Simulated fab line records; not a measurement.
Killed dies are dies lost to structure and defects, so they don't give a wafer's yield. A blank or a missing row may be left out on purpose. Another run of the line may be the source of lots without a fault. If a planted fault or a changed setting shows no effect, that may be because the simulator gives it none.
Which of the tools did it? ; flow gf180mcu ; 12 lots with 36 wafers sampled at 5 steps, on a route of 602 steps

## WHAT EACH GAUGE READ, for each wafer
GF_STI_THK_MEAS_02.
lot;measured;on;STI_OXIDATION_THK (nm)
L819;day 1 12:07;film_metro-01;10.04 10.17 10.13
L820;day 1 16:31;film_metro-03;9.91 9.82 9.79
L821;day 1 21:31;film_metro-02;9.73 9.97 9.81
L822;day 2 02:31;film_metro-03;10.11 9.88 9.90
L823;day 2 07:31;film_metro-03;9.74 9.78 9.77
L829;day 3 15:46;film_metro-02;9.83 9.86 9.80
L831;day 3 23:32;film_metro-01;10.28 9.93 9.92
L834;day 4 14:55;film_metro-02;10.12 10.29 10.17
L835;day 4 19:31;film_metro-03;9.79 9.92 9.67
L838;day 5 10:31;film_metro-01;9.90 9.96 9.99
L841;day 6 01:34;film_metro-01;9.48 9.66 9.69
L842;day 6 06:31;film_metro-03;10.06 10.02 9.88

GF_MVPSD_TW_MEAS_11.
lot;measured;on;MVPSD_TW
L819;day 5 00:14;film_metro-04;550 550 552
L820;day 5 06:26;film_metro-04;544 547 551
L821;day 5 12:47;film_metro-04;550 548 549
L822;day 5 19:29;film_metro-04;548 547 550
L823;day 5 23:50;film_metro-03;554 556 551
L829;day 7 12:56;film_metro-04;549 547 545
L831;day 8 01:19;film_metro-04;549 552 547
L834;day 8 19:02;film_metro-04;567 567 570 567 567 566
L835;day 9 00:14;film_metro-03;556 557 557
L838;day 9 18:32;film_metro-04;549 548 547
L841;day 10 13:23;film_metro-04;564 566 566 565 565 565
L842;day 10 20:02;film_metro-02;553 554 553

GF_VT_IMPLANT_RS_MEAS_49: uses a four-point probe to measure.
lot;measured;on;MVPSD_RS (ohm/sq)
L819;day 7 12:21;film_metro-04;1165.5 1163.2 1164.0
L820;day 7 19:57;film_metro-02;1172.4 1171.9 1171.9
L821;day 8 03:51;film_metro-02;1166.1 1168.0 1168.4
L822;day 8 11:37;film_metro-02;1169.2 1164.9 1165.0
L823;day 8 15:39;film_metro-03;1166.8 1166.8 1167.9
L829;day 10 09:24;film_metro-04;1166.8 1167.6 1166.6
L831;day 10 22:41;film_metro-04;1169.5 1167.6 1164.9
L834;day 11 18:18;film_metro-04;1060.6 1063.3 1062.2 1060.6 1059.7 1061.1
L835;day 12 00:36;film_metro-02;1169.5 1167.4 1166.8
L838;day 12 20:52;film_metro-02;1163.5 1164.7 1162.7
L841;day 13 18:02;film_metro-03;1060.4 1062.3 1063.8 1063.9 1062.7 1064.4
L842;day 14 01:29;film_metro-02;1165.0 1165.5 1168.7

GF_SAB_THK_MEAS_01.
lot;measured;on;SAB_CVD_00_THK (nm)
L819;day 14 04:00;film_metro-01;49.3 50.1 50.5
L820;day 14 09:09;film_metro-03;49.3 49.5 51.0
L821;day 14 22:40;film_metro-03;51.2 50.6 51.1
L822;day 15 07:22;film_metro-01;50.1 50.6 50.4
L823;day 15 18:37;film_metro-01;50.6 50.3 50.6
L829;day 17 22:13;film_metro-01;50.1 50.0 50.9
L831;day 18 11:53;film_metro-01;50.2 50.5 50.8
L834;day 19 14:23;film_metro-02;50.8 51.3 51.4
L835;day 19 22:51;film_metro-01;49.2 49.9 49.8
L838;day 20 20:31;film_metro-02;49.8 49.7 50.3
L841;day 22 01:16;film_metro-03;51.1 50.5 51.1
L842;day 22 06:27;film_metro-03;50.1 51.0 50.5

## WHICH TOOL RAN EACH LOT (tool, then ch and the chambers of the sampled wafers, then the start)
lot;GF_MVPSD_IMPLANT_09
L819;implanter-01 ch 0, day 4 23:59
L820;implanter-01 ch 0, day 5 06:11
L821;implanter-01 ch 0, day 5 12:32
L822;implanter-01 ch 0, day 5 19:15
L823;implanter-03 ch 0, day 5 23:35
L829;implanter-04 ch 0, day 7 12:41
L831;implanter-04 ch 0, day 8 01:05
L834;implanter-01 ch 0, day 8 18:47
L835;implanter-04 ch 0, day 8 23:59
L838;implanter-03 ch 0, day 9 18:18
L841;implanter-01 ch 0, day 10 13:09
L842;implanter-03 ch 0, day 10 19:47
- GF_MVPSD_IMPLANT_09

## WHAT THE TOOLS THEMSELVES READ (means of the sampled wafers that have a number; where no wafer has one, the mark that the record gives instead)
GF_MVPSD_IMPLANT_09.
lot;tool;dose_ions_cm2;faraday_current_uA
L819;implanter-01;5e+12;28.3
L820;implanter-01;5e+12;28.3
L821;implanter-01;5e+12;28.3
L822;implanter-01;5e+12;28.4
L823;implanter-03;5e+12;28.7
L829;implanter-04;5e+12;28.4
L831;implanter-04;5e+12;28.3
L834;implanter-01;8e+12;44.5
L835;implanter-04;5e+12;28.0
L838;implanter-03;5e+12;28.0
L841;implanter-01;8e+12;44.6
L842;implanter-03;5e+12;28.2

## THE ANSWER, worked out from the rows above alone
Rule: what is usual is taken from the lots themselves. Put in order of their means at a reading, lots are off if they are a third of the lots or fewer, leave a main group of 4 or more, and stand apart from it by a gap of 3 or more times the standard deviation of the main group's means; of several such gaps the widest counts. A main group whose means are all the same, to the digits that the tables above print for the reading, isn't used. Also off: a lot with no number at a reading for which 4 or more lots have one. All remaining lots with rows at the step are treated as sound. Order of review: gauges by route order, followed by the tools' own readings, for which a lot's mean as printed above is used. The first step at which some lot is off is used, and at that step the reading that is off furthest; a lot without a number counts as furthest.
Off: at GF_VT_IMPLANT_RS_MEAS_49 (MVPSD_RS), L834, L841. The main group has a mean of 1167.0 ohm/sq with a standard deviation of 2.2.
If a tool, at a process step before that reading, ran all the lots that are off and no sound lot after the first of them, it fits. The gauges at GF_VT_IMPLANT_RS_MEAS_49 aren't tried: what is off there is off at GF_MVPSD_IMPLANT_09 too, on other tools, and a gauge's error can't cause that. One candidate fits, namely implanter-01 at GF_MVPSD_IMPLANT_09. A fault onset in the window from L822 (day 5 19:15, its last sound lot) to L834 (day 8 18:47, its first lot off) fits.
The tool's own readings at GF_MVPSD_IMPLANT_09 bear it out: on the lots that are off they differ by more than 5 times the standard deviation of the sound lots' means. dose_ions_cm2 reads 8e+12 there against 5e+12 on the sound lots; faraday_current_uA reads 44.5 there against 28.3 on the sound lots.

## WHAT HAD BEEN PUT IN BY THE SIMULATOR
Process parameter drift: implanter-01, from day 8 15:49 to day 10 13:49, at GF_MVPSD_IMPLANT_09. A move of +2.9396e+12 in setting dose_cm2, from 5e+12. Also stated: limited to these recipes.
Lots struck among those shown: L834, L841. Same finding as the rule above.
